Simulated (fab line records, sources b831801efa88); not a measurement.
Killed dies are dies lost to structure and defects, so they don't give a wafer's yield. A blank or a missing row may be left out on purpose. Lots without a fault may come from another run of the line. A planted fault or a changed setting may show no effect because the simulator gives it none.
A struck lot beside a sound one | flow sky130 | 17 steps out of a route of 708
Sound: wafers L920.4, L920.5, L920.6. Struck: wafers L932.3, L932.4, L932.5. The cause comes at the end.
At each step with rows: each side's tool, then ch and its chambers, then its first start. Under that, the readings that differ: sound wafers | struck wafers | difference of the means | sigmas: that difference in standard deviations of wafers without a fault.
alike: readings whose means differ by less than 2 such deviations, and words and numbers that are the same on both sides. not compared: withheld readings, readings that some wafer has no value for, bounds like >300 that may hide the same value, and numbers for which the record gives no deviation and whose values overlap.
The two part at a step that has a row with sigmas, a row that says differs or no value, or rows on one side only. Numbers that don't overlap but have no deviation are shown without sigmas and don't part them. A reading that every wafer of one side lacks parts them only if that side has two wafers or more.

SKY_LDD_P_OVL_MEAS_08:
  sound on overlay-01, day 19 23:16; struck on overlay-02, day 24 09:31
  alike: LDD_P_OVL
then, 1 step without rows for these wafers: SKY_LDD_P_IMPLANT_09.
SKY_LDD_P_STRIP_10: strips in O2/N2.
  sound on plasma_asher-03 ch 0,1, day 19 23:28; struck on plasma_asher-03 ch 0,1, day 24 09:43
  alike: drypump_motor_current_A, oes_product_au, strip_time_to_endpoint_s
  not compared: rf_hours_counter_h
SKY_LDD_P_TW_MEAS_11:
  sound on film_metro-02, day 19 23:34; struck on film_metro-02, day 24 09:49
  alike: LDD_P_TW
then, 7 steps without rows for these wafers: SKY_LDD_HVN_DEHYDRATE_00 (time 60 s); SKY_LDD_HVN_HMDS_01 (prime time 60 s); SKY_LDD_HVN_COAT_02 (resist thk 300 nm); SKY_LDD_HVN_SOFTBAKE_03 (time 60 s); SKY_LDD_HVN_EXPOSE_04 (exposes mask HVNTM, target cd 700 nm); SKY_LDD_HVN_PEB_05; SKY_LDD_HVN_DEVELOP_06 (develop time 60 s).
SKY_LDD_HVN_OVL_MEAS_07:
  sound on overlay-02, day 21 05:23; struck on overlay-02, day 25 15:47
  alike: LDD_HVN_OVL
SKY_LDD_HVN_IMPLANT_08:
  sound on implanter-02 ch 0, day 21 05:51; struck on implanter-03 ch 0, day 25 15:52
  reading            | sound                         | struck                        | difference | sigmas
  dose_ions_cm2      | 3.005e+13 3.001e+13 2.997e+13 | 1.859e+13 1.863e+13 1.861e+13 | -1.140e+13 | -99 or more
  faraday_current_uA | 169 170 173                   | 106 103 104                   | -66        | -19
  alike: end_station_pressure_torr
SKY_LDD_HVN_STRIP_09: strips in O2/N2.
  sound on plasma_asher-01 ch 0,1, day 21 05:58; struck on plasma_asher-04 ch 0,1, day 25 15:59
  alike: drypump_motor_current_A, oes_product_au, strip_time_to_endpoint_s
  not compared: rf_hours_counter_h
SKY_LDD_HVN_TW_MEAS_10:
  sound on film_metro-01, day 21 06:03; struck on film_metro-03, day 25 16:05
  reading    | sound          | struck         | difference | sigmas
  LDD_HVN_TW | 1447 1441 1447 | 1235 1223 1237 | -213       | -24
then, 1 step without rows for these wafers: SKY_LDD_HVP_DEHYDRATE_00 (time 60 s).
-- the record jumps here: 24 days lie between the struck wafers' starts before and after (it left off in module LDD_HVP and takes up again in module PAD_OPEN, whose first step shown is number 708 of the route) --
SKY_PAD_OPEN_PROBE_99:
  sound on prober-02, day 46 13:06; struck on prober-02, day 49 06:04
  reading                                 | sound                | struck               | difference | sigmas
  killed_at_other                         | 4 1 0                | 1 0 0                | -1         | -2
  model.etest.tip_n_5v.rs_ohm_sq          | 1404 1394 1404       | 2045 2052 2052       | +649       |
  model.etest.nfet_g5v0d10v5.r_on_ohm_um  | 1884 1904 1906       | 1969 1949 1950       | +58        |
  model.etest.nfet_g5v0d10v5.vt_sat_v (V) | 0.7721 0.7816 0.7874 | 0.7918 0.7942 0.8182 | +0.0210    |
  alike: killed_at_M0_to_M3, killed_at_M4_up, killed_at_contacts, killed_at_front_end, killed_dies, killed_open, killed_short
  not compared: model.etest.tip_n_5v.rs_ohm_sq_range, model.etest.nfet_g5v0d10v5.drive_ua_um, model.etest.nfet_05v0_nvt.drive_ua_um, model.etest.nfet_g5v0d10v5.vt_v

WHERE THEY PART
First at SKY_LDD_HVN_IMPLANT_08; last, within this record, at SKY_PAD_OPEN_PROBE_99.

WHY: what the simulator had put in
Process parameter drift: implanter-03, from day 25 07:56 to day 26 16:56, at SKY_LDD_HVN_IMPLANT_08. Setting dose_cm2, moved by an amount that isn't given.
